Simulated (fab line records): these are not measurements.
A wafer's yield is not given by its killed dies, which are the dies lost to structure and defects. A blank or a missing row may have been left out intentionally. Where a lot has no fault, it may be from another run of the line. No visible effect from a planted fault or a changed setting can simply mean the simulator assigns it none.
fab line records	flow sky130
record lots=24	wafers=72	lastDay=50
route steps=708 shown FIELD_ISO@17 DNWELL@43 POLY_GATE@236 LI_CONTACT@375 VIA2@528 CAPM@549
lots untouched by any fault: they come from a run of this same line in which no faults occurred
startH: hours from the record's opening day to when the first of the lot's shown wafers began	waitH: time in hours since the lot's previous step	" the same as in the row above	L1.1+2: a row that stands for several wafers	- no value present, or no start provided	* or withheld: withheld	< > ~ a bound
route shown NAME@n: NAME is a module with steps in the file, n the number in the route of the first one	usual: mean/standard deviation taken from wafers without a fault	same: alike in all rows	chamber/n: place in a boat	sites: the reading at each site	_std_site: how widely they spread, as a standard deviation	_edge_site: outer sites' mean less inner sites'	radiusMm: how far each site lies from the wafer's centre	mask NAME#n: copy n	behind: the last tool/chamber to shape the wafer	hold: the reason the lot was held/the length of the hold in hours/how it ended	device: the transistor (n, p or np) that didn't switch	end of line: the route-end tests of the same wafers	a step with no rows: only its recipe	killed: the dies lost at the first sort to structure and to defects; this is not the yield of the wafer	map: per-die view of a wafer (x killed, . not killed, _ where there is no die)
set.NAME: the setting as run; set.NAME@STEP: as run at that earlier step	model.NAME: the simulator's own value behind a step, which no gauge read
one table for each step of the route and one row for each wafer, over a sample of lots
services: from which hour (startH, from the record's first day; less than 0 if before it) a tool's chamber was out of use, for how many hours, and why
## steps
# step SKY_FIELD_ISO_STRIP_16
# recipe chemistry=O2/N2	powerW=1400	pressureMtorr=1500	platenTempC=withheld	o2FlowSccm=3000	n2FlowSccm=300	overashFraction=0.5
# usual drypumpMotorCurrentA=5.6/0.4	o2FlowSccm=3000/8.4	oesProductAu=0.378/0.0048	stripTimeToEndpointS=3.54/0.048
lot.wafer	tool	chamber	startH	waitH	drypumpMotorCurrentA	o2FlowSccm	oesProductAu	rfHoursCounterH	stripTimeToEndpointS
L074.2	plasmaAsher-01	0	30.30	0.0	6.0	3002	0.379	35	3.50
L074.4	"	1	"	"	5.4	2988	0.381	-	3.61
L074.5	"	0	"	"	6.0	3010	0.377	-	3.56
L075.2	plasmaAsher-02	0	34.35	0.0	5.2	3003	0.379	35	3.60
L075.5	"	1	"	"	5.1	2999	0.381	-	3.64
L075.6	"	0	"	"	5.2	2997	0.381	-	3.56
L076.1	plasmaAsher-03	0	39.57	0.0	6.1	3013	0.378	23	3.57
L076.4	"	1	"	"	6.0	2991	0.379	-	3.49
L076.5	"	0	"	"	6.1	3011	0.378	-	3.57
L077.2	plasmaAsher-02	1	44.00	0.0	5.1	2993	0.386	36	3.57
L077.3	"	1	"	"	5.2	2982	0.371	-	3.49
L077.6	"	0	"	"	5.2	2996	0.382	-	3.51
L078.1	plasmaAsher-03	1	51.00	0.0	6.0	2995	0.372	25	3.56
L078.2	"	0	"	"	6.1	2997	0.380	25	3.53
L078.6	"	1	"	"	6.0	2988	0.381	-	3.60
L079.3	plasmaAsher-01	1	57.10	0.1	5.4	3001	0.369	-	3.48
L079.4	"	0	"	"	5.9	3007	0.385	-	3.59
L079.5	"	1	"	"	5.4	2989	0.368	-	3.48
L080.1	plasmaAsher-02	1	61.40	0.1	5.1	3006	0.373	38	3.50
L080.2	"	0	"	"	5.2	2989	0.377	38	3.56
L080.5	"	1	"	"	5.1	3016	0.376	-	3.56
L081.2	plasmaAsher-02	1	68.32	0.0	5.1	2995	0.379	39	3.52
L081.3	"	1	"	"	5.1	3000	0.378	-	3.49
L081.6	"	1	"	"	5.1	2992	0.380	-	3.61
L082.1	plasmaAsher-02	1	71.70	0.0	5.1	3000	0.373	39	3.49
L082.3	"	0	"	"	5.2	2995	0.383	-	3.60
L082.5	"	0	"	"	5.2	2996	0.378	-	3.58
L083.1	plasmaAsher-03	1	74.27	0.0	6.0	2995	0.372	27	3.55
L083.3	"	1	"	"	6.0	2998	0.378	-	3.50
L083.4	"	0	"	"	6.1	2989	0.380	-	3.53
L084.4	plasmaAsher-02	1	80.50	0.0	5.1	3004	0.379	-	3.53
L084.5	"	1	"	"	5.1	3019	0.374	-	3.49
L084.6	"	0	"	"	5.2	2995	0.382	-	3.53
L085.2	plasmaAsher-03	0	86.76	0.0	6.1	2999	0.371	28	3.62
L085.3	"	0	"	"	6.2	3009	0.378	-	3.63
L085.6	"	0	"	"	6.1	3009	0.380	-	3.59
L086.2	plasmaAsher-01	0	91.41	0.0	5.9	2999	0.389	42	3.62
L086.3	"	1	"	"	5.4	2995	0.382	-	3.58
L086.5	"	1	"	"	5.4	3010	0.372	-	3.55
L087.2	plasmaAsher-01	0	97.70	0.0	6.0	2997	0.376	42	3.51
L087.5	"	1	"	"	5.4	2990	0.385	-	3.55
L087.6	"	0	"	"	5.9	3000	0.374	-	3.56
L088.2	plasmaAsher-01	1	102.90	0.0	5.3	3014	0.377	43	3.53
L088.5	"	0	"	"	5.9	3003	0.380	-	3.60
L088.6	"	1	"	"	5.4	3011	0.376	-	3.55
L089.1	plasmaAsher-03	1	107.36	0.0	6.0	3007	0.378	30	3.43
L089.2	"	0	"	"	6.1	3011	0.375	30	3.47
L089.5	"	0	"	"	6.1	3006	0.374	-	3.41
L090.4	plasmaAsher-03	0	111.15	0.1	6.1	2998	0.382	-	3.60
L090.5	"	0	"	"	6.1	3009	0.389	-	3.54
L090.6	"	1	"	"	5.9	3005	0.381	-	3.56
L091.1	plasmaAsher-02	1	116.22	0.0	5.1	3004	0.385	44	3.57
L091.4	"	1	"	"	5.1	2988	0.378	-	3.60
L091.5	"	0	"	"	5.2	2999	0.375	-	3.52
L092.1	plasmaAsher-01	0	121.52	0.0	6.0	3003	0.377	0	3.50
L092.5	"	1	"	"	5.4	3009	0.383	-	3.59
L092.6	"	0	"	"	5.9	2993	0.389	-	3.58
L093.1	plasmaAsher-02	1	128.77	0.0	5.1	2998	0.382	45	3.58
L093.4	"	0	"	"	5.2	3002	0.380	-	3.53
L093.5	"	0	"	"	5.2	3014	0.374	-	3.49
L094.2	plasmaAsher-02	0	133.90	0.0	5.2	2992	0.372	46	3.45
L094.5	"	1	"	"	5.1	2989	0.377	-	3.52
L094.6	"	0	"	"	5.2	3009	0.381	-	3.44
L095.2	plasmaAsher-01	1	139.10	0.0	5.4	2985	0.378	2	3.54
L095.3	"	0	"	"	5.9	3011	0.376	-	3.49
L095.6	"	0	"	"	6.0	3000	0.380	-	3.50
L096.3	plasmaAsher-02	0	143.00	0.1	5.2	2992	0.381	-	3.59
L096.4	"	1	"	"	5.1	2997	0.383	-	3.52
L096.5	"	0	"	"	5.2	2989	0.378	-	3.58
L097.1	plasmaAsher-03	0	150.36	0.0	6.2	2986	0.375	34	3.55
L097.3	"	0	"	"	6.2	2983	0.377	-	3.51
L097.4	"	1	"	"	5.9	3007	0.384	-	3.56
# step SKY_DNWELL_STRIP_08
# recipe chemistry=O2/N2	powerW=1400	pressureMtorr=1500	platenTempC=withheld	o2FlowSccm=3000	n2FlowSccm=300	overashFraction=0.5
# usual drypumpMotorCurrentA=5.5/0.5	o2FlowSccm=3000/8.7	oesProductAu=0.723/0.0043	stripTimeToEndpointS=36.96/0.12
lot.wafer	tool	chamber	startH	waitH	drypumpMotorCurrentA	o2FlowSccm	oesProductAu	rfHoursCounterH	stripTimeToEndpointS
L074.2	plasmaAsher-04	1	55.43	0.1	6.1	3011	0.719	34	36.99
L074.4	"	0	"	"	4.8	2999	0.724	-	37.02
L074.5	"	0	"	"	4.8	3000	0.726	-	37.04
L075.2	plasmaAsher-03	1	56.15	0.1	6.0	3002	0.724	25	37.09
L075.5	"	1	"	"	6.0	2996	0.722	-	37.13
L075.6	"	0	"	"	6.1	3002	0.722	-	37.21
L076.1	plasmaAsher-02	1	63.68	0.1	5.1	2987	0.724	38	37.05
L076.4	"	1	"	"	5.1	3004	0.717	-	37.00
L076.5	"	0	"	"	5.2	3003	0.711	-	37.07
L077.2	plasmaAsher-03	1	68.60	0.1	6.0	3010	0.723	26	37.03
L077.3	"	0	"	"	6.1	3012	0.725	-	37.10
L077.6	"	1	"	"	6.0	3008	0.718	-	37.18
L078.1	plasmaAsher-03	1	73.85	0.1	6.0	3010	0.727	27	37.14
L078.2	"	0	"	"	6.1	3001	0.724	27	37.09
L078.6	"	1	"	"	6.0	3002	0.721	-	37.18
L079.3	plasmaAsher-03	1	79.58	0.1	6.0	3004	0.719	-	36.97
L079.4	"	0	"	"	6.1	2995	0.730	-	36.92
L079.5	"	0	"	"	6.1	2990	0.727	-	36.82
L080.1	plasmaAsher-02	1	85.68	0.1	5.1	2997	0.726	41	37.06
L080.2	"	0	"	"	5.2	2994	0.718	41	36.92
L080.5	"	1	"	"	5.1	3008	0.730	-	36.98
L081.2	plasmaAsher-02	0	92.13	0.1	5.2	2984	0.724	41	37.04
L081.3	"	0	"	"	5.2	2980	0.725	-	36.96
L081.6	"	0	"	"	5.2	2998	0.723	-	36.95
L082.1	plasmaAsher-04	0	96.08	0.1	4.8	2984	0.718	38	36.90
L082.3	"	1	"	"	6.1	3014	0.720	-	36.92
L082.5	"	0	"	"	4.8	2984	0.724	-	36.79
L083.1	plasmaAsher-03	1	99.20	0.1	6.0	3000	0.724	29	36.76
L083.3	"	1	"	"	6.0	3002	0.724	-	36.88
L083.4	"	0	"	"	6.1	3000	0.724	-	36.71
L084.4	plasmaAsher-02	1	106.28	0.1	5.1	3018	0.722	-	36.92
L084.5	"	1	"	"	5.1	3004	0.729	-	36.90
L084.6	"	0	"	"	5.2	3022	0.716	-	36.83
L085.2	plasmaAsher-02	1	110.98	0.1	5.1	2997	0.722	43	37.11
L085.3	"	0	"	"	5.2	2987	0.716	-	37.13
L085.6	"	1	"	"	5.1	2991	0.725	-	37.06
L086.2	plasmaAsher-03	0	115.80	0.1	6.2	3006	0.717	31	36.76
L086.3	"	1	"	"	6.0	2996	0.721	-	36.81
L086.5	"	1	"	"	6.0	2995	0.721	-	36.72
L087.2	plasmaAsher-04	1	121.73	0.1	6.1	3001	0.725	41	36.82
L087.5	"	1	"	"	6.1	2995	0.722	-	36.85
L087.6	"	0	"	"	4.8	3007	0.714	-	36.77
L088.2	plasmaAsher-04	1	129.33	0.1	6.1	2985	0.719	41	36.91
L088.5	"	0	"	"	4.8	2994	0.722	-	37.10
L088.6	"	1	"	"	6.1	2998	0.718	-	36.98
L089.1	plasmaAsher-04	0	132.05	0.1	4.8	2992	0.723	42	36.83
L089.2	"	1	"	"	6.1	3002	0.720	42	36.87
L089.5	"	0	"	"	4.8	2996	0.718	-	36.89
L090.4	plasmaAsher-02	1	135.58	0.1	5.2	3002	0.728	-	37.03
L090.5	"	0	"	"	5.2	2985	0.722	-	36.96
L090.6	"	1	"	"	5.1	2986	0.720	-	37.05
L091.1	plasmaAsher-02	1	140.95	0.1	5.1	2996	0.735	46	37.01
L091.4	"	1	"	"	5.1	3005	0.722	-	37.12
L091.5	"	1	"	"	5.1	2998	0.720	-	36.97
L092.1	plasmaAsher-02	0	147.80	0.1	5.2	3000	0.729	47	37.01
L092.5	"	1	"	"	5.1	3010	0.717	-	37.04
L092.6	"	0	"	"	5.2	2990	0.721	-	36.89
L093.1	plasmaAsher-04	1	155.00	0.1	6.1	3005	0.725	44	36.91
L093.4	"	1	"	"	6.1	3003	0.721	-	36.90
L093.5	"	1	"	"	6.1	3004	0.717	-	36.86
L094.2	plasmaAsher-02	0	159.60	0.1	5.2	3006	0.716	48	37.19
L094.5	"	0	"	"	5.2	3008	0.722	-	37.03
L094.6	"	1	"	"	5.1	2992	0.718	-	36.99
L095.2	plasmaAsher-02	0	165.95	0.1	5.2	3006	0.723	49	37.07
L095.3	"	0	"	"	5.2	3003	0.718	-	37.10
L095.6	"	0	"	"	5.2	3010	0.731	-	36.99
L096.3	plasmaAsher-04	1	169.98	0.1	6.1	2997	0.718	-	36.93
L096.4	"	0	"	"	4.8	3000	0.720	-	36.98
L096.5	"	1	"	"	6.1	2999	0.716	-	36.95
L097.1	plasmaAsher-03	1	178.25	0.1	6.0	2991	0.722	37	36.83
L097.3	"	0	"	"	6.1	2994	0.723	-	36.91
L097.4	"	1	"	"	5.9	2986	0.725	-	36.93
# step SKY_POLY_GATE_CD_MEAS_22
# usual cdNm=150/3.2
lot.wafer	tool	chamber	startH	waitH	cdNm
L074.2	cdSem-02	-	380.54	0.1	154
L074.4	"	-	"	"	155
L074.5	"	-	"	"	150
L075.2	cdSem-01	-	383.68	0.1	151
L075.5	"	-	"	"	148
L075.6	"	-	"	"	147
L076.1	cdSem-02	-	396.19	0.1	149
L076.4	"	-	"	"	151
L076.5	"	-	"	"	152
L077.2	cdSem-02	-	403.89	0.1	150
L077.3	"	-	"	"	150
L077.6	"	-	"	"	158
L078.1	cdSem-02	-	409.45	0.1	147
L078.2	"	-	"	"	148
L078.6	"	-	"	"	148
L079.3	cdSem-02	-	434.46	0.1	148
L079.4	"	-	"	"	153
L079.5	"	-	"	"	149
L080.1	cdSem-01	-	435.46	0.1	150
L080.2	"	-	"	"	149
L080.5	"	-	"	"	149
L081.2	cdSem-01	-	445.08	0.1	149
L081.3	"	-	"	"	153
L081.6	"	-	"	"	148
L082.1	cdSem-02	-	450.58	0.1	153
L082.3	"	-	"	"	150
L082.5	"	-	"	"	156
L083.1	cdSem-02	-	465.65	0.1	152
L083.3	"	-	"	"	151
L083.4	"	-	"	"	152
L084.4	cdSem-01	-	465.73	0.1	149
L084.5	"	-	"	"	151
L084.6	"	-	"	"	149
L085.2	cdSem-02	-	473.96	0.1	148
L085.3	"	-	"	"	151
L085.6	"	-	"	"	151
L086.2	cdSem-01	-	480.88	0.1	152
L086.3	"	-	"	"	149
L086.5	"	-	"	"	144
L087.2	cdSem-02	-	492.69	0.1	148
L087.5	"	-	"	"	146
L087.6	"	-	"	"	142
L088.2	cdSem-01	-	501.22	0.1	152
L088.5	"	-	"	"	155
L088.6	"	-	"	"	149
L089.1	cdSem-01	-	504.34	0.1	153
L089.2	"	-	"	"	154
L089.5	"	-	"	"	151
L090.4	cdSem-01	-	511.76	0.1	146
L090.5	"	-	"	"	151
L090.6	"	-	"	"	148
L091.1	cdSem-02	-	517.19	0.1	145
L091.4	"	-	"	"	150
L091.5	"	-	"	"	151
L092.1	cdSem-01	-	532.50	0.1	148
L092.5	"	-	"	"	150
L092.6	"	-	"	"	145
L093.1	cdSem-01	-	542.89	0.1	147
L093.4	"	-	"	"	143
L093.5	"	-	"	"	146
L094.2	cdSem-01	-	546.26	0.1	146
L094.5	"	-	"	"	150
L094.6	"	-	"	"	151
L095.2	cdSem-02	-	558.78	0.1	150
L095.3	"	-	"	"	148
L095.6	"	-	"	"	144
L096.3	cdSem-02	-	566.12	0.2	148
L096.4	"	-	"	"	151
L096.5	"	-	"	"	148
L097.1	cdSem-02	-	571.95	0.1	149
L097.3	"	-	"	"	150
L097.4	"	-	"	"	147
# step SKY_LI_CONTACT_OVL_MEAS_13
# usual LI_CONTACT_OVL=-3/5.7
lot.wafer	tool	chamber	startH	waitH	LI_CONTACT_OVL[nm]
L074.2	overlay-02	-	683.56	0.1	5
L074.4	"	-	"	"	3
L074.5	"	-	"	"	-4
L075.2	overlay-02	-	686.27	0.1	-6
L075.5	"	-	"	"	-11
L075.6	"	-	"	"	-5
L076.1	overlay-01	-	698.65	0.1	-6
L076.4	"	-	"	"	-2
L076.5	"	-	"	"	5
L077.2	overlay-01	-	708.36	0.1	5
L077.3	"	-	"	"	-3
L077.6	"	-	"	"	5
L078.1	overlay-01	-	712.46	0.1	1
L078.2	"	-	"	"	-1
L078.6	"	-	"	"	-5
L079.3	overlay-02	-	735.48	0.1	-7
L079.4	"	-	"	"	-15
L079.5	"	-	"	"	0
L080.1	overlay-01	-	738.66	0.1	-6
L080.2	"	-	"	"	-12
L080.5	"	-	"	"	-1
L081.2	overlay-01	-	742.12	0.1	3
L081.3	"	-	"	"	-3
L081.6	"	-	"	"	-11
L082.1	overlay-02	-	751.23	0.1	-7
L082.3	"	-	"	"	3
L082.5	"	-	"	"	-5
L083.1	overlay-02	-	759.40	0.1	-6
L083.3	"	-	"	"	-8
L083.4	"	-	"	"	-1
L084.4	overlay-02	-	763.63	0.1	2
L084.5	"	-	"	"	-8
L084.6	"	-	"	"	4
L085.2	overlay-02	-	768.07	0.1	-11
L085.3	"	-	"	"	-6
L085.6	"	-	"	"	-13
L086.2	overlay-01	-	776.07	0.1	-4
L086.3	"	-	"	"	-4
L086.5	"	-	"	"	-8
L087.2	overlay-02	-	785.17	0.1	-11
L087.5	"	-	"	"	-2
L087.6	"	-	"	"	-8
L088.2	overlay-02	-	796.77	0.1	2
L088.5	"	-	"	"	-2
L088.6	"	-	"	"	2
L089.1	overlay-02	-	797.74	0.1	-3
L089.2	"	-	"	"	-4
L089.5	"	-	"	"	-13
L090.4	overlay-01	-	798.97	0.1	1
L090.5	"	-	"	"	8
L090.6	"	-	"	"	2
L091.1	overlay-01	-	807.30	0.1	-2
L091.4	"	-	"	"	-5
L091.5	"	-	"	"	-10
L092.1	overlay-02	-	822.82	0.1	-15
L092.5	"	-	"	"	-10
L092.6	"	-	"	"	-2
L093.1	overlay-02	-	831.97	0.1	-15
L093.4	"	-	"	"	-5
L093.5	"	-	"	"	-10
L094.2	overlay-02	-	833.76	0.1	5
L094.5	"	-	"	"	4
L094.6	"	-	"	"	1
L095.2	overlay-02	-	845.47	0.1	-2
L095.3	"	-	"	"	2
L095.6	"	-	"	"	-4
L096.3	overlay-02	-	849.13	0.1	-6
L096.4	"	-	"	"	-3
L096.5	"	-	"	"	-4
L097.1	overlay-02	-	856.37	0.1	1
L097.3	"	-	"	"	-4
L097.4	"	-	"	"	-2
# step SKY_VIA2_CVD_21
# recipe material=W	targetThkNm=420	timeS=126.4	tempC=400	pressureTorr=40
# usual heaterPowerW=807/99
lot.wafer	tool	chamber	startH	waitH	heaterPowerW
L074.2	cvdW-01	1	856.04	0.0	804
L074.4	"	0	"	"	694
L074.5	"	0	"	"	709
L075.2	cvdW-01	1	858.04	0.0	784
L075.5	"	1	"	"	794
L075.6	"	0	"	"	687
L076.1	cvdW-01	0	869.87	0.0	707
L076.4	"	0	"	"	698
L076.5	"	0	"	"	666
L077.2	cvdW-01	0	878.07	0.0	679
L077.3	"	0	"	"	683
L077.6	"	0	"	"	691
L078.1	cvdW-02	1	881.59	0.0	930
L078.2	"	0	"	"	757
L078.6	"	1	"	"	928
L079.3	cvdW-02	0	905.87	0.1	750
L079.4	"	1	"	"	953
L079.5	"	1	"	"	937
L080.1	cvdW-02	1	908.59	0.0	965
L080.2	"	0	"	"	751
L080.5	"	0	"	"	766
L081.2	cvdW-02	0	910.13	0.0	752
L081.3	"	1	"	"	904
L081.6	"	1	"	"	935
L082.1	cvdW-02	1	919.91	0.0	959
L082.3	"	1	"	"	954
L082.5	"	0	"	"	761
L083.1	cvdW-02	0	927.53	0.0	752
L083.3	"	0	"	"	740
L083.4	"	1	"	"	914
L084.4	cvdW-02	1	931.22	0.1	962
L084.5	"	1	"	"	929
L084.6	"	0	"	"	724
L085.2	cvdW-02	0	934.60	0.0	769
L085.3	"	0	"	"	769
L085.6	"	1	"	"	928
L086.2	cvdW-02	1	942.69	0.0	928
L086.3	"	0	"	"	755
L086.5	"	0	"	"	751
L087.2	cvdW-02	1	949.30	0.0	954
L087.5	"	1	"	"	929
L087.6	"	0	"	"	760
L088.2	cvdW-01	1	961.90	0.0	823
L088.5	"	1	"	"	810
L088.6	"	0	"	"	681
L089.1	cvdW-01	1	962.60	0.0	839
L089.2	"	0	"	"	673
L089.5	"	0	"	"	697
L090.4	cvdW-02	1	963.05	0.1	943
L090.5	"	0	"	"	739
L090.6	"	1	"	"	943
L091.1	cvdW-01	1	971.14	0.0	846
L091.4	"	0	"	"	678
L091.5	"	1	"	"	840
L092.1	cvdW-01	0	985.03	0.0	660
L092.5	"	1	"	"	832
L092.6	"	0	"	"	670
L094.2	cvdW-02	1	995.44	0.0	964
L094.5	"	0	"	"	770
L094.6	"	1	"	"	920
L093.1	cvdW-01	0	996.14	0.0	669
L093.4	"	1	"	"	825
L093.5	"	1	"	"	824
L095.2	cvdW-02	0	1006.95	0.0	738
L095.3	"	0	"	"	750
L095.6	"	1	"	"	952
L096.3	cvdW-02	0	1009.61	0.1	767
L096.4	"	1	"	"	952
L096.5	"	1	"	"	967
L097.1	cvdW-01	1	1016.41	0.0	838
L097.3	"	0	"	"	691
L097.4	"	1	"	"	828
# step SKY_CAPM_OVL_MEAS_12
# usual CAPM_OVL=-1.2/1.3
lot.wafer	tool	chamber	startH	waitH	CAPM_OVL[nm]
L074.2	overlay-02	-	882.40	0.1	-2.1
L074.4	"	-	"	"	-2.0
L074.5	"	-	"	"	-0.2
L075.2	overlay-01	-	884.65	0.1	-3.2
L075.5	"	-	"	"	-3.1
L075.6	"	-	"	"	-1.9
L076.1	overlay-01	-	897.30	0.1	0.8
L076.4	"	-	"	"	-1.2
L076.5	"	-	"	"	-1.3
L077.2	overlay-02	-	904.85	0.1	-1.1
L077.3	"	-	"	"	-0.1
L077.6	"	-	"	"	-1.9
L078.1	overlay-01	-	908.70	0.1	-2.1
L078.2	"	-	"	"	-2.9
L078.6	"	-	"	"	-2.4
L079.3	overlay-02	-	931.36	0.1	-0.3
L079.4	"	-	"	"	-1.3
L079.5	"	-	"	"	1.5
L080.1	overlay-02	-	934.50	0.1	0.7
L080.2	"	-	"	"	0.1
L080.5	"	-	"	"	0.2
L081.2	overlay-02	-	936.35	0.1	-1.1
L081.3	"	-	"	"	-0.8
L081.6	"	-	"	"	1.3
L082.1	overlay-02	-	945.85	0.1	0.7
L082.3	"	-	"	"	0.2
L082.5	"	-	"	"	0.5
L083.1	overlay-01	-	952.45	0.1	-0.4
L083.3	"	-	"	"	0.1
L083.4	"	-	"	"	-0.2
L084.4	overlay-02	-	955.91	0.1	-0.9
L084.5	"	-	"	"	-1.5
L084.6	"	-	"	"	-0.2
L085.2	overlay-01	-	958.80	0.1	-4.0
L085.3	"	-	"	"	-1.9
L085.6	"	-	"	"	-1.4
L086.2	overlay-01	-	967.25	0.1	-3.3
L086.3	"	-	"	"	-0.7
L086.5	"	-	"	"	-2.7
L087.2	overlay-01	-	974.30	0.1	-4.5
L087.5	"	-	"	"	-3.7
L087.6	"	-	"	"	-2.6
L088.2	overlay-02	-	987.15	0.1	0.4
L088.5	"	-	"	"	-2.1
L088.6	"	-	"	"	-1.3
L089.1	overlay-02	-	988.00	0.1	0.8
L089.2	"	-	"	"	1.2
L089.5	"	-	"	"	1.1
L090.4	overlay-01	-	988.31	0.1	-1.6
L090.5	"	-	"	"	-1.2
L090.6	"	-	"	"	-1.2
L091.1	overlay-02	-	996.40	0.1	-0.7
L091.4	"	-	"	"	0.4
L091.5	"	-	"	"	0.1
L092.1	overlay-02	-	1009.45	0.1	-2.3
L092.5	"	-	"	"	-2.1
L092.6	"	-	"	"	-0.3
L094.2	overlay-01	-	1018.85	0.1	-1.7
L094.5	"	-	"	"	-3.2
L094.6	"	-	"	"	-3.3
L093.1	overlay-02	-	1020.15	0.1	1.6
L093.4	"	-	"	"	0.3
L093.5	"	-	"	"	-1.2
L095.2	overlay-02	-	1031.85	0.1	-3.2
L095.3	"	-	"	"	-1.9
L095.6	"	-	"	"	-3.0
L096.3	overlay-01	-	1033.51	0.1	-1.8
L096.4	"	-	"	"	-1.6
L096.5	"	-	"	"	0.7
L097.1	overlay-02	-	1039.10	0.1	-2.4
L097.3	"	-	"	"	0.2
L097.4	"	-	"	"	-0.8
## services
tool	chamber	startH	hours	kind
cvdW-02	-	31.37	1.3	repair
plasmaAsher-03	-	88.32	3.0	repair
plasmaAsher-03	-	183.27	1.4	repair
plasmaAsher-02	-	256.45	8.2	repair
plasmaAsher-02	-	332.42	14.6	pm
cvdW-02	1	334.60	2.9	repair
cvdW-02	-	361.17	6.0	pm
plasmaAsher-02	-	384.96	13.3	repair
cvdW-02	-	390.00	14.0	pm
plasmaAsher-03	-	397.36	1.1	repair
plasmaAsher-02	-	421.25	9.0	pm
plasmaAsher-02	-	430.25	2.8	pm
cvdW-02	-	490.80	2.0	repair
plasmaAsher-03	-	542.43	2.7	repair
cvdW-02	-	562.53	2.7	repair
plasmaAsher-03	-	592.03	2.8	pm
plasmaAsher-03	-	595.31	6.1	repair
plasmaAsher-02	-	619.08	15.6	pm
cvdW-02	-	694.92	28.1	pm
plasmaAsher-03	-	699.71	3.8	repair
cvdW-02	-	733.28	1.1	repair
plasmaAsher-02	-	758.29	3.9	repair
cvdW-02	-	783.81	6.9	pm
plasmaAsher-02	-	900.31	1.4	repair
## key
fault none
